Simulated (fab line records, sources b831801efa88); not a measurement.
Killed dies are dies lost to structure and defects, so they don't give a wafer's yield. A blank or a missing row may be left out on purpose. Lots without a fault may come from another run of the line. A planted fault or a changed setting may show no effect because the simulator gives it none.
Which tool did it? | flow gf180mcu | 6 lots, 18 wafers sampled, at 2 steps of a route of 602

WHAT THE GAUGES READ, wafer by wafer
GF_V3_BOW_MEAS_05.
lot  | measured     | on            | V3_BOW (um)
L494 | day 22 12:50 | film_metro-03 | 106 98 111
L496 | day 23 11:57 | film_metro-03 | 108 108 119
L499 | day 24 11:56 | film_metro-02 | 130 126 118
L501 | day 25 08:50 | film_metro-01 | 120 121 121
L503 | day 25 21:24 | film_metro-03 | 117 120 117
L509 | day 27 16:29 | film_metro-01 | 127 116 113

WHICH TOOL RAN EACH LOT (tool, then ch and the chambers of the sampled wafers, then the start)
lot  | GF_HV_LDD_ETCHBACK_58
L494 | rie_diel-02 ch 1,2,3, day 13 10:11
L496 | rie_diel-02 ch 0,2, day 14 06:13
L499 | rie_diel-01 ch 0,2,3, day 15 04:50
L501 | rie_diel-03 ch 0,1,3, day 16 02:04
L503 | rie_diel-01 ch 0,1,2, day 16 17:17
L509 | rie_diel-03 ch 0,1, day 18 17:10
- GF_HV_LDD_ETCHBACK_58: etches Si3N4 in CH3F/O2, stops on SiO2, time 100 s, target depth 90 nm.

THE ANSWER, worked out from the rows above alone
Rule: what is usual is taken from the lots themselves. Put in order of their means at a reading, lots are off if they are a third of the lots or fewer, leave a main group of 4 or more, and stand apart from it by a gap of 3 or more times the standard deviation of the main group's means; of several such gaps the widest counts. A main group whose means are all the same, to the digits that the tables above print for the reading, isn't used. A lot without any number at a reading at which 4 lots or more have one is off too. The other lots that the step has rows for count as sound.
No lot is off at any reading shown: from this, nothing can be told.

WHAT THE SIMULATOR HAD PUT IN
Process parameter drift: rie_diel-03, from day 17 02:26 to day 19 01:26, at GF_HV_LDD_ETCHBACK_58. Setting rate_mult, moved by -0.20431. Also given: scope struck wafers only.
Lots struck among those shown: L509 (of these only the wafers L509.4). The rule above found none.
